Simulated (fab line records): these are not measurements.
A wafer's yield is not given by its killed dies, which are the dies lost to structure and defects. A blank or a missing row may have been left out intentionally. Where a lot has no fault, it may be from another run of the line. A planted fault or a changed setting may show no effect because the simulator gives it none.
The tool behind it: which one? | flow sky130 | 36 wafers from 12 lots sampled at 5 of the route's 708 steps

== WHAT THE GAUGES SHOWED, per wafer ==
SKY_LDD_P_TW_MEAS_11. Usual: for LDD_P_TW the level is 636 and the standard deviation is 4.3.
lot  | measured     | on           | LDD_P_TW    | flag
L818 | day 18 13:05 | filmMetro-03 | 630 629 632 | 
L819 | day 19 05:51 | filmMetro-02 | 633 634 634 | 
L820 | day 20 15:36 | filmMetro-03 | 635 634 635 | 
L821 | day 21 03:11 | filmMetro-03 | 635 632 630 | 
L823 | day 21 23:20 | filmMetro-04 | 647 646 645 | 
L822 | day 21 23:40 | filmMetro-02 | 635 629 632 | 
L827 | day 22 08:26 | filmMetro-04 | 540 539 536 | OFF
L826 | day 22 09:15 | filmMetro-04 | 640 637 637 | 
L828 | day 23 00:33 | filmMetro-03 | 533 534 531 | OFF
L832 | day 24 10:47 | filmMetro-03 | 631 629 631 | 
L838 | day 26 20:00 | filmMetro-02 | 634 630 631 | 
L840 | day 27 00:10 | filmMetro-03 | 637 635 637 | 

SKY_LOCAL_INTERCONNECT_THK_MEAS_02: measures by xrf. Usual: for LOCAL_INTERCONNECT_TIN_THK the level is 102.3 nm and the standard deviation is 1.3.
lot  | measured     | on           | LOCAL_INTERCONNECT_TIN_THK (nm) | flag
L818 | day 28 18:32 | filmMetro-02 | 101.4 101.8 100.9               | 
L819 | day 30 02:04 | filmMetro-04 | 104.1 103.5 104.8               | 
L820 | day 30 17:26 | filmMetro-02 | 101.0 102.8 101.3               | 
L821 | day 31 02:02 | filmMetro-01 | 102.8 102.2 101.8               | 
L823 | day 31 22:03 | filmMetro-02 | 103.6 102.4 103.2               | 
L822 | day 31 21:09 | filmMetro-04 | 104.0 103.6 105.5               | 
L827 | day 32 02:29 | filmMetro-04 | 103.7 105.1 104.8               | 
L826 | day 32 04:55 | filmMetro-02 | 99.9 99.4 99.9                  | 
L828 | day 32 18:10 | filmMetro-01 | 102.4 101.9 102.6               | 
L832 | day 34 02:02 | filmMetro-04 | 103.4 103.0 103.4               | 
L838 | day 36 06:32 | filmMetro-02 | 100.6 101.8 101.6               | 
L840 | day 36 08:40 | filmMetro-01 | 101.7 100.4 100.9               | 

SKY_CONTACT_OVL_MEAS_15. Usual: for CONTACT_OVL the level is 0 nm and the standard deviation is 5.6.
lot  | measured     | on         | CONTACT_OVL (nm) | flag
L818 | day 31 03:19 | overlay-02 | 0 -6 -1          | 
L819 | day 32 09:58 | overlay-02 | 6 0 6            | 
L820 | day 33 01:04 | overlay-01 | 0 -2 0           | 
L821 | day 33 09:33 | overlay-01 | 6 -2 2           | 
L823 | day 34 05:46 | overlay-01 | -4 5 8           | 
L822 | day 34 02:31 | overlay-02 | -5 -8 -5         | 
L827 | day 34 08:58 | overlay-02 | 10 7 9           | 
L826 | day 34 11:33 | overlay-02 | -8 -5 0          | 
L828 | day 35 00:58 | overlay-01 | 8 4 7            | 
L832 | day 36 08:28 | overlay-01 | -1 8 7           | 
L838 | day 38 11:16 | overlay-02 | -8 -7 -6         | 
L840 | day 38 13:34 | overlay-01 | -2 4 0           | 

== WHAT TOOL EACH LOT RAN ON (gives the tool, then ch and the chambers of the sampled wafers, and finally the start) ==
lot  | SKY_LDD_P_IMPLANT_09            | SKY_LOCAL_INTERCONNECT_METAL_ETCH_14
L818 | implanter-02 ch 0, day 18 12:50 | rieMetal-04 ch 0,1, day 29 22:57
L819 | implanter-04 ch 0, day 19 05:38 | rieMetal-02 ch 0,1, day 31 06:11
L820 | implanter-04 ch 0, day 20 15:22 | rieMetal-02 ch 0,1, day 31 20:52
L821 | implanter-04 ch 0, day 21 02:56 | rieMetal-02 ch 0,1, day 32 06:06
L823 | implanter-02 ch 0, day 21 23:05 | rieMetal-02 ch 0,1, day 33 01:22
L822 | implanter-01 ch 0, day 21 23:26 | rieMetal-04 ch 0,1, day 33 00:01
L827 | implanter-04 ch 0, day 22 08:11 | rieMetal-01 ch 1, day 33 05:08
L826 | implanter-01 ch 0, day 22 09:01 | rieMetal-04 ch 1, day 33 07:31
L828 | implanter-04 ch 0, day 23 00:18 | rieMetal-04 ch 0,1, day 33 20:37
L832 | implanter-02 ch 0, day 24 10:34 | rieMetal-04 ch 1, day 35 04:39
L838 | implanter-04 ch 0, day 26 19:45 | rieMetal-01 ch 1, day 37 08:59
L840 | implanter-02 ch 0, day 26 23:57 | rieMetal-01 ch 0,1, day 37 10:46
- SKY_LDD_P_IMPLANT_09
- SKY_LOCAL_INTERCONNECT_METAL_ETCH_14: etches TiN in Cl2/BCl3, stops on PSG, target depth 110 nm, time 31.4 s.

== WHAT THE TOOLS THEMSELVES READ (means of the sampled wafers that have a number; where no wafer has one, the mark that the record gives instead) ==
SKY_LDD_P_IMPLANT_09. Usual: doseIonsCm2 9.999e+12, standard deviation 1.2e+10; faradayCurrentUA 56.4, standard deviation 1.2.
lot  | tool         | doseIonsCm2 | faradayCurrentUA | flag
L818 | implanter-02 | 9.996e+12   | 57.1             | 
L819 | implanter-04 | 1.001e+13   | 55.5             | 
L820 | implanter-04 | 1.000e+13   | 56.3             | 
L821 | implanter-04 | 1.000e+13   | 57.1             | 
L823 | implanter-02 | 9.985e+12   | 56.7             | 
L822 | implanter-01 | 9.993e+12   | 55.5             | 
L827 | implanter-04 | 5.754e+12   | 32.4             | OFF
L826 | implanter-01 | 9.989e+12   | 55.6             | 
L828 | implanter-04 | 5.772e+12   | 32.9             | OFF
L832 | implanter-02 | 9.992e+12   | 56.2             | 
L838 | implanter-04 | 1.000e+13   | 57.7             | 
L840 | implanter-02 | 9.989e+12   | 56.5             | 

SKY_LOCAL_INTERCONNECT_METAL_ETCH_14. Usual: drypumpMotorCurrentA 5.8 A, standard deviation 0.39; oesProductAu 0.946 a.u., standard deviation 0.0074; throttleValvePct 21.897 %, standard deviation 0.01.
lot  | tool        | drypumpMotorCurrentA (A) | oesProductAu (a.u.) | throttleValvePct (%) | flag
L818 | rieMetal-04 | 5.6                      | 0.944               | 21.898               | 
L819 | rieMetal-02 | 5.6                      | 0.949               | 21.886               | 
L820 | rieMetal-02 | 5.6                      | 0.948               | 21.899               | 
L821 | rieMetal-02 | 5.5                      | 0.949               | 21.901               | 
L823 | rieMetal-02 | 5.6                      | 0.952               | 21.889               | 
L822 | rieMetal-04 | 5.7                      | 0.947               | 21.898               | 
L827 | rieMetal-01 | 6.5                      | 0.952               | 21.879               | 
L826 | rieMetal-04 | 5.5                      | 0.933               | 21.895               | 
L828 | rieMetal-04 | 5.6                      | 0.949               | 21.894               | 
L832 | rieMetal-04 | 5.5                      | 0.944               | 21.897               | 
L838 | rieMetal-01 | 6.5                      | 0.943               | 21.909               | 
L840 | rieMetal-01 | 6.4                      | 0.943               | 21.896               | 

== THE ANSWER, worked out from the rows above alone ==
Rule: take the mean of a lot's wafers that have a number; if it is more than 3 standard deviations from the usual mean, the lot is off. A lot without any number at a reading at which 4 lots or more have one is off too. All remaining lots with rows at the step are treated as sound. The gauges are gone through in route order, then the tools' own readings, and for those a lot's mean is taken as printed above. The first step at which some lot is off is used, and at that step the reading that is off furthest; a lot without a number counts as furthest.
Off: at SKY_LDD_P_TW_MEAS_11 (LDD_P_TW), L827, L828.
If a tool, at a process step before that reading, ran all the lots that are off and no sound lot after the first of them, it fits. Not tried: the gauges at SKY_LDD_P_TW_MEAS_11; whatever is off there is also off at SKY_LDD_P_IMPLANT_09, on other tools, and gauge error can't account for it. Of those tried, none fits.

== WHAT WAS PUT IN BY THE SIMULATOR ==
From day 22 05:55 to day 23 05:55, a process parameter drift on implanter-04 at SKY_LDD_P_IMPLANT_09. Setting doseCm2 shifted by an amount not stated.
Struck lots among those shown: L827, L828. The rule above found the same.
